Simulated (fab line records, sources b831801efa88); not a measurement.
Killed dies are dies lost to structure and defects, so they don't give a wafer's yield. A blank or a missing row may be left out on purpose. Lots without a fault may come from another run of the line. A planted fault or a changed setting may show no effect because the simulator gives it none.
One fault seen from 2 desks | flow sky130 | each desk has only its own numbers; what lay behind them comes last

THE METROLOGY DESK
What the gauges read, lot by lot, whatever tool the lot ran on: means of the sampled wafers that have a number. A lot is out of limits, marked OUT, if its mean lies more than 4 standard deviations from the usual mean; the brackets give that distance.
Columns: A = VIA3_W_RS at SKY_VIA3_RS_MEAS_22, usual 0.295 ohm/sq; B = VIA3_W_THK at SKY_VIA3_THK_MEAS_23, usual 403 nm; C = CAP2M_CVD_00_THK at SKY_CAP2M_THK_MEAS_01, usual 15.41 nm; D = CAP2M_TIN_RS at SKY_CAP2M_RS_MEAS_03, usual 6.90 ohm/sq; E = CAP2M_TIN_THK at SKY_CAP2M_THK_MEAS_04, usual 201.8 nm; F = CAP2M_OVL at SKY_CAP2M_OVL_MEAS_12, usual 0.3 nm; G = cd_nm at SKY_METAL4_CD_MEAS_13, usual 299.6 nm
lot  | first seen here | A     | B   | C     | D    | E     | F    | G
L418 | day 40 16:01    | 0.290 | 403 | 15.49 | 7.00 | 199.2 | 1.9  | 300.2
L417 | day 40 16:54    | 0.297 | 401 | 15.21 | 6.94 | 200.7 | -1.8 | 300.5
L420 | day 40 19:47    | 0.292 | 408 | 15.51 | 6.92 | 201.0 | -0.4 | 299.4
L422 | day 41 21:59    | 0.297 | 398 | 15.26 | 7.05 | 198.0 | 2.1  | 299.0
L432 | day 46 10:37    | 0.297 | 401 | 15.27 | 7.00 | 199.5 | -0.5 | 299.5
L429 | day 46 17:59    | 0.296 | 399 | 15.08 | 7.04 | 197.4 | -1.1 | 299.4
This desk's finding: nothing out of limits on any of the 6 lots.

THE TOOL OWNER'S DESK: pvd_sputter-04
The tool's own readings at SKY_METAL4_SPUTTER_02 (material AlCu, target thk 735 nm, time 39.1 s): means of the sampled wafers that have a number, for each lot that ran on this tool. A lot is out of limits, marked OUT, if its mean lies more than 4 standard deviations from the usual mean; the brackets give that distance.
Columns: A = throttle_valve_pct at SKY_METAL4_SPUTTER_02, usual 29.9 %
lot  | first seen here | A
L418 | day 40 16:32    | 30.4
L417 | day 40 17:26    | 30.3
L420 | day 40 20:18    | 30.0
This desk's finding: nothing out of limits on any of the 3 lots.

PUT TOGETHER
The metrology desk saw nothing out of limits.
The tool owner's desk saw nothing out of limits.

WHAT THE SIMULATOR HAD PUT IN
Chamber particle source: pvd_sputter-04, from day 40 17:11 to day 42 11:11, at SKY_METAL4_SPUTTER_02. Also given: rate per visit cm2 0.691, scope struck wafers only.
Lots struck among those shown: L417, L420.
